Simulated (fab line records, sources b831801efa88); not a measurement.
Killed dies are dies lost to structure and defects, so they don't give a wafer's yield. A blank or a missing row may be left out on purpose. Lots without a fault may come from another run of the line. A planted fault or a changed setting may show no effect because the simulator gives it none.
fab line records | flow gf180mcu | part 1 of 2: steps 1 to 28 of 38
record lots=5 wafers=15 last_day=34
route steps=602 shown DUAL_GATE@149 POLY_GATE@157 HV_LDD@176
lots that met no fault: from a run of the same line without faults
start_h: hours from the record's first day to the start of the lot's first wafer shown | wait_h: hours since the lot's step before | " the same as in the row above | L1.1+2: a row that stands for several wafers | - no value, or no start given | * or withheld: withheld | < > ~ a bound
route shown NAME@n: a module of which the file shows steps, and the number in the route of the first | usual: mean/standard deviation of fault-free wafers | same: alike in all rows | chamber/n: place in a boat | sites: the reading at each site | _std_site: their standard deviation | _edge_site: outer sites' mean less inner sites' | radius_mm: how far each site lies from the wafer's centre | mask NAME#n: copy n | behind: the tool/chamber that last shaped the wafer | hold: why the lot was held/for how many hours/how that ended | device: the transistor (n, p or np) that didn't switch | end of line: the same wafers' tests at the end of the route | a step without rows: its recipe alone | killed: dies lost to structure and defects at the first sort, not the wafer's yield | map: a wafer's dies, x killed, . not, _ none there
set.NAME: the setting as run; set.NAME@STEP: as run at that earlier step | model.NAME: the simulator's own value behind a step, which no gauge read
lots at some steps of the route; a table a step, a row a wafer
services: from which hour (start_h, from the record's first day; less than 0 if before it) a tool's chamber was out of use, for how many hours, and why
## steps
# step GF_DUAL_GATE_EXPOSE_08
# recipe mask_id=Dualgate target_cd_nm=700 na=0.6 source_shape=conventional sigma_outer=0.6 dose_mj=140
# usual exposure_dose_mJ_cm2=139.99/0.13 reticle_temp_C=23.00/0.098
# same sigma_outer=0.6
# columns lot.wafer tool chamber start_h wait_h mask exposure_dose_mJ_cm2 reticle_temp_C
L077.1 iline_stepper-02 0 - - Dualgate#0 139.90 22.90
L077.3 " 0 " " Dualgate#0 139.97 23.04
L077.4 " 0 " " Dualgate#0 139.96 22.96
L080.2 iline_stepper-01 0 - - Dualgate#0 139.85 23.01
L080.3 " 0 " " Dualgate#0 139.77 23.03
L080.5 " 0 " " Dualgate#0 140.22 22.93
L085.1 iline_stepper-01 0 - - Dualgate#0 140.12 22.96
L085.4 " 0 " " Dualgate#0 140.10 23.11
L085.6 " 0 " " Dualgate#0 140.18 23.03
L088.1 iline_stepper-01 0 - - Dualgate#0 139.78 22.88
L088.3 " 0 " " Dualgate#0 139.95 23.12
L088.6 " 0 " " Dualgate#0 139.89 23.09
L097.2 iline_stepper-02 0 - - Dualgate#0 140.15 23.19
L097.3 " 0 " " Dualgate#0 140.22 23.06
L097.4 " 0 " " Dualgate#0 140.28 23.06
# step GF_DUAL_GATE_PEB_09
# recipe temp_c=withheld time_s=* resist=NOVOLAK
# same time_s=*
# columns lot.wafer tool chamber start_h wait_h
L077.1+3+4 litho_track-01 0 - -
L080.2+3+5 litho_track-03 0 - -
L085.1+4+6 litho_track-01 0 - -
L088.1+3+6 litho_track-03 0 - -
L097.2+3+4 litho_track-01 0 - -
# step GF_DUAL_GATE_DEVELOP_10
# recipe develop_time_s=60 dev_temp_c=23
# usual developer_temp_C=22.99/0.1
# same develop_time_s=60
# columns lot.wafer tool chamber start_h wait_h developer_temp_C
L077.1 litho_track-01 0 198.74 0.1 22.90
L077.3 " 0 " " 22.94
L077.4 " 0 " " 22.88
L080.2 litho_track-03 0 222.93 0.1 22.93
L080.3 " 0 " " 22.78
L080.5 " 0 " " 22.82
L085.1 litho_track-01 0 252.84 0.1 23.02
L085.4 " 0 " " 23.03
L085.6 " 0 " " 22.90
L088.1 litho_track-03 0 273.75 0.1 22.93
L088.3 " 0 " " 23.06
L088.6 " 0 " " 22.92
L097.2 litho_track-01 0 336.11 0.1 22.97
L097.3 " 0 " " 23.04
L097.4 " 0 " " 22.85
# step GF_DUAL_GATE_OVL_MEAS_11
# usual DUAL_GATE_OVL=-0.2/1.6
# columns lot.wafer tool chamber start_h wait_h DUAL_GATE_OVL[nm]
L077.1 overlay-02 - 198.89 0.1 2.7
L077.3 " - " " 1.3
L077.4 " - " " 3.0
L080.2 overlay-02 - 223.06 0.1 -3.6
L080.3 " - " " -3.5
L080.5 " - " " -2.4
L085.1 overlay-02 - 252.99 0.1 -0.8
L085.4 " - " " 0.4
L085.6 " - " " -0.6
L088.1 overlay-01 - 273.90 0.1 -1.2
L088.3 " - " " -1.7
L088.6 " - " " 0.0
L097.2 overlay-02 - 336.24 0.1 -0.1
L097.3 " - " " 0.5
L097.4 " - " " 0.1
# step GF_DUAL_GATE_WET_ETCH_12
# recipe chemistry=dHF target_depth_nm=13 dry=n2_spin target=SiO2 temp_c=25 dilution=100:1 time_s=260
# same time_s=260
# columns lot.wafer tool chamber start_h wait_h
L077.1+3+4 wet_bench-02 3 198.93 0.0
L080.2+3+5 wet_bench-04 0 223.09 0.0
L085.1+4+6 wet_bench-01 0 253.03 0.0
L088.1+3+6 wet_bench-01 0 273.94 0.0
L097.2+3+4 wet_bench-01 2 336.27 0.0
# step GF_DUAL_GATE_STRIP_13
# recipe chemistry=O2/N2 power_w=1400 pressure_mtorr=1500 platen_temp_c=250 o2_flow_sccm=3000 n2_flow_sccm=300 overash_fraction=0.5
# usual chamber_pressure_mTorr=1500.0/1.3 drypump_motor_current_A=6.32/0.27 heater_power_w=347/30 oes_product_au=0.716/0.0048 strip_time_to_endpoint_s=12.66/0.037
# columns lot.wafer tool chamber start_h wait_h chamber_pressure_mTorr drypump_motor_current_A heater_power_w oes_product_au rf_hours_counter_h strip_time_to_endpoint_s
L077.1 plasma_asher-02 0 199.01 0.0 1498.4 6.06 320 0.715 54 12.68
L077.3 " 1 " " 1499.1 6.66 381 0.727 - 12.68
L077.4 " 0 " " 1498.4 6.07 316 0.714 - 12.71
L080.2 plasma_asher-01 0 223.18 0.0 1498.9 6.55 359 0.721 58 12.68
L080.3 " 0 " " 1500.7 6.53 352 0.721 - 12.68
L080.5 " 0 " " 1499.8 6.56 346 0.723 - 12.67
L085.1 plasma_asher-01 1 253.20 0.0 1499.8 6.55 374 0.723 61 12.68
L085.4 " 0 " " 1501.0 6.59 356 0.721 - 12.68
L085.6 " 0 " " 1500.3 6.55 350 0.711 - 12.71
L088.1 plasma_asher-01 1 274.02 0.0 1500.7 6.52 370 0.722 63 12.61
L088.3 " 0 " " 1500.7 6.55 364 0.719 - 12.61
L088.6 " 0 " " 1499.9 6.55 347 0.722 - 12.63
L097.2 plasma_asher-03 0 336.36 0.0 1502.3 5.93 356 0.704 22 12.65
L097.3 " 1 " " 1500.2 6.24 296 0.721 - 12.65
L097.4 " 0 " " 1502.4 5.92 366 0.716 - 12.67
# step GF_DUAL_GATE_CLEAN_14
# recipe chemistry=SC1/SC2 mix=1:4:20 temp_c=70 time_s=150 dry=n2_spin
# same time_s=150
# columns lot.wafer tool chamber start_h wait_h
L077.1+3+4 wet_bench-04 0 199.11 0.1
L080.2+3+5 wet_bench-02 3 223.28 0.1
L085.1+4+6 wet_bench-04 3 253.30 0.1
L088.1+3+6 wet_bench-01 2 274.12 0.1
L097.2+3+4 wet_bench-04 0 336.46 0.1
# step GF_DUAL_GATE_OXIDATION_15
# recipe temp_c=850 ambient=O2 stabilise_s=600 purge_s=300 target_thk_a=70.98 ox_time_s=1995
# columns lot.wafer tool chamber start_h wait_h
L077.1+3+4 furnace-01 0 199.17 0.0
L080.2+3+5 furnace-01 0 223.33 0.0
L085.1+4+6 furnace-02 0 254.19 0.8
L088.1+3+6 furnace-01 0 274.17 0.0
L097.2+3+4 furnace-02 0 337.27 0.8
# step GF_POLY_GATE_CVD_00
# recipe material=poly-Si target_thk_nm=200 temp_c=620 time_s=1200 pressure_mtorr=200
# usual pressure_mtorr=200.0/0.37 susceptor_temp_C=619.9/0.31
# same time_s=1200
# columns lot.wafer tool chamber start_h wait_h pressure_mtorr susceptor_temp_C
L077.1 lpcvd-02 0 200.72 0.0 200.6 619.7
L077.3 " 0 " " 200.6 619.2
L077.4 " 0 " " 200.2 619.5
L080.2 lpcvd-01 0 224.88 0.0 199.9 619.5
L080.3 " 0 " " 199.6 620.1
L080.5 " 0 " " 199.8 620.2
L085.1 lpcvd-01 0 255.74 0.0 200.5 620.0
L085.4 " 0 " " 199.6 619.6
L085.6 " 0 " " 199.6 620.7
L088.1 lpcvd-01 1 275.73 0.0 199.8 619.9
L088.3 " 1 " " 200.2 620.1
L088.6 " 1 " " 200.1 619.5
L097.2 lpcvd-01 1 338.82 0.0 200.6 619.8
L097.3 " 1 " " 200.0 620.0
L097.4 " 1 " " 200.1 619.7
# step GF_POLY_GATE_THK_MEAS_01
# recipe reads=poly-Si_of_POLY_GATE_CVD_00
# usual POLY_GATE_CVD_00_THK=199.4/2.2
# columns lot.wafer tool chamber start_h wait_h POLY_GATE_CVD_00_THK[nm]
L077.1 film_metro-02 - 202.72 0.0 194.9
L077.3 " - " " 195.5
L077.4 " - " " 195.7
L080.2 film_metro-02 - 226.23 0.0 202.0
L080.3 " - " " 201.6
L080.5 " - " " 202.9
L085.1 film_metro-02 - 257.08 0.0 200.6
L085.4 " - " " 200.2
L085.6 " - " " 200.8
L088.1 film_metro-04 - 277.06 0.0 202.0
L088.3 " - " " 202.4
L088.6 " - " " 200.7
L097.2 film_metro-04 - 340.17 0.0 197.3
L097.3 " - " " 197.4
L097.4 " - " " 197.4
# step GF_POLY_GATE_DEHYDRATE_02
# recipe temp_c=200 time_s=60
# same time_s=60
# columns lot.wafer tool chamber start_h wait_h
L077.1+3+4 litho_track-03 0 210.26 7.5
L080.2+3+5 litho_track-04 0 234.72 8.5
L085.1+4+6 litho_track-04 0 265.79 8.7
L088.1+3+6 litho_track-04 0 285.94 8.9
L097.2+3+4 litho_track-04 0 349.57 9.4
# step GF_POLY_GATE_HMDS_03
# recipe prime_time_s=60 prime_temp_c=120
# columns lot.wafer tool chamber start_h wait_h
L077.1+3+4 litho_track-03 0 210.41 0.1
L080.2+3+5 litho_track-04 0 234.87 0.1
L085.1+4+6 litho_track-04 0 265.94 0.1
L088.1+3+6 litho_track-04 0 286.09 0.1
L097.2+3+4 litho_track-04 0 349.72 0.1
# step GF_POLY_GATE_COAT_04
# recipe resist=BARC temp_c=withheld time_s=withheld spin_rpm=withheld resist_thk_nm=withheld
# columns lot.wafer tool chamber start_h wait_h
L077.1+3+4 litho_track-03 0 210.56 0.1
L080.2+3+5 litho_track-04 0 235.02 0.1
L085.1+4+6 litho_track-04 0 266.09 0.1
L088.1+3+6 litho_track-04 0 286.24 0.1
L097.2+3+4 litho_track-04 0 349.87 0.1
# step GF_POLY_GATE_COAT_05
# recipe resist=KrF spin_rpm=withheld resist_thk_nm=700
# columns lot.wafer tool chamber start_h wait_h
L077.1+3+4 litho_track-03 0 - -
L080.2+3+5 litho_track-04 0 - -
L085.1+4+6 litho_track-04 0 - -
L088.1+3+6 litho_track-04 0 - -
L097.2+3+4 litho_track-04 0 - -
# step GF_POLY_GATE_SOFTBAKE_06
# recipe temp_c=130 time_s=60 resist=KrF
# same time_s=60
# columns lot.wafer tool chamber start_h wait_h
L077.1+3+4 litho_track-03 0 - -
L080.2+3+5 litho_track-04 0 - -
L085.1+4+6 litho_track-04 0 - -
L088.1+3+6 litho_track-04 0 - -
L097.2+3+4 litho_track-04 0 - -
# step GF_POLY_GATE_EXPOSE_07
# recipe mask_id=Poly2 target_cd_nm=280 na=0.68 source_shape=conventional sigma_outer=0.6 dose_mj=28
# usual exposure_dose_mJ_cm2=27.973/0.027 reticle_temp_C=23.01/0.11
# same sigma_outer=0.6
# columns lot.wafer tool chamber start_h wait_h mask exposure_dose_mJ_cm2 reticle_temp_C
L077.1 krf_scanner-02 0 - - Poly2#0 27.980 22.92
L077.3 " 0 " " Poly2#0 28.004 22.98
L077.4 " 0 " " Poly2#0 27.985 23.08
L080.2 krf_scanner-01 0 - - Poly2#0 27.996 22.86
L080.3 " 0 " " Poly2#0 27.939 22.99
L080.5 " 0 " " Poly2#0 27.984 22.78
L085.1 krf_scanner-01 0 - - Poly2#0 27.985 22.94
L085.4 " 0 " " Poly2#0 27.973 22.90
L085.6 " 0 " " Poly2#0 27.968 23.08
L088.1 krf_scanner-02 0 - - Poly2#0 27.990 22.94
L088.3 " 0 " " Poly2#0 27.979 23.13
L088.6 " 0 " " Poly2#0 28.004 22.98
L097.2 krf_scanner-02 0 - - Poly2#0 27.931 23.20
L097.3 " 0 " " Poly2#0 27.963 22.95
L097.4 " 0 " " Poly2#0 27.934 23.10
# step GF_POLY_GATE_PEB_08
# recipe peb_temp_c=135 peb_time_s=90 resist=KrF
# columns lot.wafer tool chamber start_h wait_h
L077.1+3+4 litho_track-03 0 - -
L080.2+3+5 litho_track-04 0 - -
L085.1+4+6 litho_track-02 0 - -
L088.1+3+6 litho_track-04 0 - -
L097.2+3+4 litho_track-03 0 - -
# step GF_POLY_GATE_DEVELOP_09
# recipe develop_time_s=60 resist=KrF dev_temp_c=21
# usual developer_temp_C=20.99/0.11
# same develop_time_s=60
# columns lot.wafer tool chamber start_h wait_h developer_temp_C
L077.1 litho_track-03 0 219.21 0.2 21.05
L077.3 " 0 " " 21.02
L077.4 " 0 " " 20.85
L080.2 litho_track-04 0 244.52 0.2 21.04
L080.3 " 0 " " 21.10
L080.5 " 0 " " 20.83
L085.1 litho_track-02 0 276.39 0.2 20.82
L085.4 " 0 " " 20.80
L085.6 " 0 " " 20.83
L088.1 litho_track-04 0 295.94 0.2 21.01
L088.3 " 0 " " 20.88
L088.6 " 0 " " 21.00
L097.2 litho_track-03 0 361.23 0.2 21.23
L097.3 " 0 " " 21.08
L097.4 " 0 " " 21.08
# step GF_POLY_GATE_CD_MEAS_10
# recipe target_cd_nm=280
# usual cd_nm=280.5/1.4
# columns lot.wafer tool chamber start_h wait_h cd_nm
L077.1 cd_sem-02 - 219.36 0.1 279.9
L077.3 " - " " 279.6
L077.4 " - " " 278.9
L080.2 cd_sem-01 - 244.66 0.1 281.3
L080.3 " - " " 281.7
L080.5 " - " " 281.8
L085.1 cd_sem-01 - 276.54 0.1 279.7
L085.4 " - " " 280.6
L085.6 " - " " 280.5
L088.1 cd_sem-01 - 296.09 0.1 281.7
L088.3 " - " " 281.0
L088.6 " - " " 279.5
L097.2 cd_sem-02 - 361.37 0.1 279.7
L097.3 " - " " 280.1
L097.4 " - " " 279.2
# step GF_POLY_GATE_OVL_MEAS_11
# usual POLY_GATE_OVL=-3/5
# columns lot.wafer tool chamber start_h wait_h POLY_GATE_OVL[nm]
L077.1 overlay-01 - 219.48 0.1 -4
L077.3 " - " " -5
L077.4 " - " " -8
L080.2 overlay-02 - 244.77 0.1 -6
L080.3 " - " " -3
L080.5 " - " " -2
L085.1 overlay-02 - 276.66 0.1 -15
L085.4 " - " " -12
L085.6 " - " " -8
L088.1 overlay-02 - 296.21 0.1 3
L088.3 " - " " 0
L088.6 " - " " -5
L097.2 overlay-01 - 361.48 0.1 6
L097.3 " - " " 3
L097.4 " - " " -6
# step GF_POLY_GATE_ETCH_12
# recipe chemistry=N2/H2 target_depth_a=withheld overetch_a=withheld time_s=withheld target=BARC ion_energy_ev=200 source_w=500 bias_w=100 pressure_mtorr=30 n2_flow_sccm=100 h2_flow_sccm=200
# usual chamber_pressure_mTorr=30.000/0.025 drypump_motor_current_A=5.9/0.44 oes_product_au=0.735/0.0045 throttle_valve_pct=13.213/0.0093
# columns lot.wafer tool chamber start_h wait_h chamber_pressure_mTorr drypump_motor_current_A oes_product_au throttle_valve_pct
L077.1 rie_diel-03 1 219.51 0.0 29.969 6.2 0.735 13.218
L077.3 " 2 " " 30.022 5.5 0.736 13.219
L077.4 " 3 " " 29.998 5.8 0.735 13.213
L080.2 rie_diel-01 3 244.80 0.0 29.982 6.2 0.732 13.197
L080.3 " 1 " " 30.011 5.9 0.729 13.204
L080.5 " 3 " " 30.044 6.2 0.734 13.224
L085.1 rie_diel-03 1 276.70 0.0 30.010 6.2 0.743 13.216
L085.4 " 0 " " 30.020 5.3 0.734 13.215
L085.6 " 0 " " 29.990 5.3 0.738 13.224
L088.1 rie_diel-02 0 296.25 0.0 30.013 5.6 0.735 13.212
L088.3 " 2 " " 30.024 6.8 0.734 13.214
L088.6 " 1 " " 30.008 6.4 0.738 13.221
L097.2 rie_diel-02 1 361.51 0.0 30.004 6.4 0.743 13.210
L097.3 " 3 " " 30.024 5.0 0.741 13.202
L097.4 " 2 " " 30.014 6.7 0.726 13.218
# step GF_POLY_GATE_ETCH_13
# recipe target=poly-Si target_depth_nm=198.5 stop_on=SiO2 over_etch_frac=0.403 chemistry=HBr/Cl2 icp_w=400 bias_w=100 pressure_mtorr=10 HBr_flow_sccm=150 Cl2_flow_sccm=50 time_s=69.6
# usual chamber_pressure_mTorr=10.000/0.0085 drypump_motor_current_A=5.7/0.52 oes_product_au=0.988/0.0067 throttle_valve_pct=33.684/0.0094
# same time_s=69.6
# columns lot.wafer tool chamber start_h wait_h chamber_pressure_mTorr drypump_motor_current_A oes_product_au rf_hours_counter_h throttle_valve_pct
L077.1 rie_si-02 3 219.56 - 9.987 6.0 0.975 37 33.658
L077.3 " 0 " " 10.003 6.0 0.981 108 33.679
L077.4 " 0 " " 9.996 6.0 0.987 - 33.689
L080.2 rie_si-02 2 244.85 - 9.995 6.4 0.996 18 33.674
L080.3 " 0 " " 10.004 6.0 0.990 108 33.692
L080.5 " 0 " " 9.991 6.0 1.001 - 33.671
L085.1 rie_si-01 2 276.75 - 10.000 4.9 0.995 40 33.666
L085.4 " 1 " " 9.999 5.2 0.996 105 33.672
L085.6 " 3 " " 10.007 5.7 0.992 - 33.693
L088.1 rie_si-02 1 296.30 - 10.003 5.2 1.002 30 33.683
L088.3 " 3 " " 9.987 6.1 0.997 38 33.691
L088.6 " 2 " " 10.001 6.5 0.998 - 33.681
L097.2 rie_si-02 0 361.56 - 9.986 6.1 0.993 0 33.685
L097.3 " 3 " " 9.994 6.0 0.982 39 33.685
L097.4 " 1 " " 10.015 5.2 0.990 30 33.680
# step GF_POLY_GATE_STRIP_14
# recipe chemistry=O2/N2 power_w=1400 pressure_mtorr=1500 platen_temp_c=250 o2_flow_sccm=3000 n2_flow_sccm=300 overash_fraction=0.5
# usual chamber_pressure_mTorr=1499.8/1.5 drypump_motor_current_A=6.25/0.22 heater_power_w=350/30 oes_product_au=0.505/0.0049
# columns lot.wafer tool chamber start_h wait_h chamber_pressure_mTorr drypump_motor_current_A heater_power_w oes_product_au rf_hours_counter_h
L077.1 plasma_asher-03 0 219.62 0.0 1502.0 5.92 366 0.507 11
L077.3 " 0 " " 1498.3 5.92 365 0.506 -
L077.4 " 1 " " 1500.0 6.21 300 0.507 -
L080.2 plasma_asher-03 1 244.90 0.0 1499.6 6.24 301 0.496 13
L080.3 " 0 " " 1498.0 5.94 358 0.511 -
L080.5 " 1 " " 1501.9 6.24 303 0.504 -
L085.1 plasma_asher-04 1 276.80 0.0 1501.7 6.33 390 0.507 49
L085.4 " 0 " " 1498.7 6.27 353 0.513 -
L085.6 " 1 " " 1500.9 6.33 383 0.515 -
L088.1 plasma_asher-04 1 296.35 0.0 1499.6 6.34 382 0.504 52
L088.3 " 0 " " 1498.1 6.28 362 0.509 -
L088.6 " 0 " " 1502.9 6.25 350 0.500 -
L097.2 plasma_asher-02 1 361.62 0.0 1501.0 6.63 369 0.507 70
L097.3 " 0 " " 1498.5 6.08 320 0.503 -
L097.4 " 1 " " 1501.4 6.67 375 0.508 -
# step GF_POLY_GATE_CLEAN_15
# recipe chemistry=SC1/SC2 mix=1:4:20 temp_c=70 time_s=150 dry=n2_spin
# same time_s=150
# columns lot.wafer tool chamber start_h wait_h
L077.1+3+4 wet_bench-01 3 219.72 0.1
L080.2+3+5 wet_bench-01 3 245.00 0.1
L085.1+4+6 wet_bench-02 0 276.90 0.1
L088.1+3+6 wet_bench-01 0 296.45 0.1
L097.2+3+4 wet_bench-02 1 361.72 0.1
# step GF_POLY_GATE_OXIDATION_16
# recipe temp_c=850 ambient=O2 stabilise_s=600 purge_s=300 target_thk_a=40 ox_time_s=899
# columns lot.wafer tool chamber start_h wait_h
L077.1+3+4 furnace-02 0 219.77 0.0
L080.2+3+5 furnace-01 0 248.44 3.4
L085.1+4+6 furnace-01 0 277.12 0.2
L088.1+3+6 furnace-01 0 296.52 0.0
L097.2+3+4 furnace-01 0 361.77 0.0
# step GF_POLY_GATE_THK_MEAS_17
# recipe reads=SiO2_of_POLY_GATE_OXIDATION_16
# usual POLY_GATE_OXIDATION_THK=4.01/0.067
# columns lot.wafer tool chamber start_h wait_h POLY_GATE_OXIDATION_THK[nm]
L077.1 film_metro-01 - 221.02 0.0 3.96
L077.3 " - " " 4.03
L077.4 " - " " 3.94
L080.2 film_metro-04 - 249.70 0.0 4.10
L080.3 " - " " 4.07
L080.5 " - " " 4.12
L085.1 film_metro-02 - 278.37 0.0 3.94
L085.4 " - " " 3.97
L085.6 " - " " 3.92
L088.1 film_metro-04 - 297.77 0.0 4.15
L088.3 " - " " 3.95
L088.6 " - " " 4.11
L097.2 film_metro-01 - 363.03 0.0 4.02
L097.3 " - " " 3.97
L097.4 " - " " 4.00
# step GF_POLY_GATE_CD_MEAS_18
# usual cd_nm=280.5/1.9
# columns lot.wafer tool chamber start_h wait_h cd_nm
L077.1 cd_sem-02 - 221.08 0.1 279.4
L077.3 " - " " 278.9
L077.4 " - " " 276.6
L080.2 cd_sem-02 - 249.78 0.1 282.4
L080.3 " - " " 282.0
L080.5 " - " " 282.7
L085.1 cd_sem-01 - 278.43 0.1 279.7
L085.4 " - " " 280.5
L085.6 " - " " 280.4
L088.1 cd_sem-01 - 297.83 0.1 282.2
L088.3 " - " " 282.3
L088.6 " - " " 278.9
L097.2 cd_sem-02 - 363.11 0.1 281.0
L097.3 " - " " 280.0
L097.4 " - " " 279.0
# step GF_HV_LDD_DEHYDRATE_00
# recipe temp_c=200 time_s=60
# same time_s=60
# columns lot.wafer tool chamber start_h wait_h
L077.1+3+4 litho_track-01 0 229.54 8.4
L080.2+3+5 litho_track-01 0 257.76 8.0
L085.1+4+6 litho_track-03 0 288.10 9.6
L088.1+3+6 litho_track-03 0 307.60 9.7
L097.2+3+4 litho_track-01 0 373.81 10.7
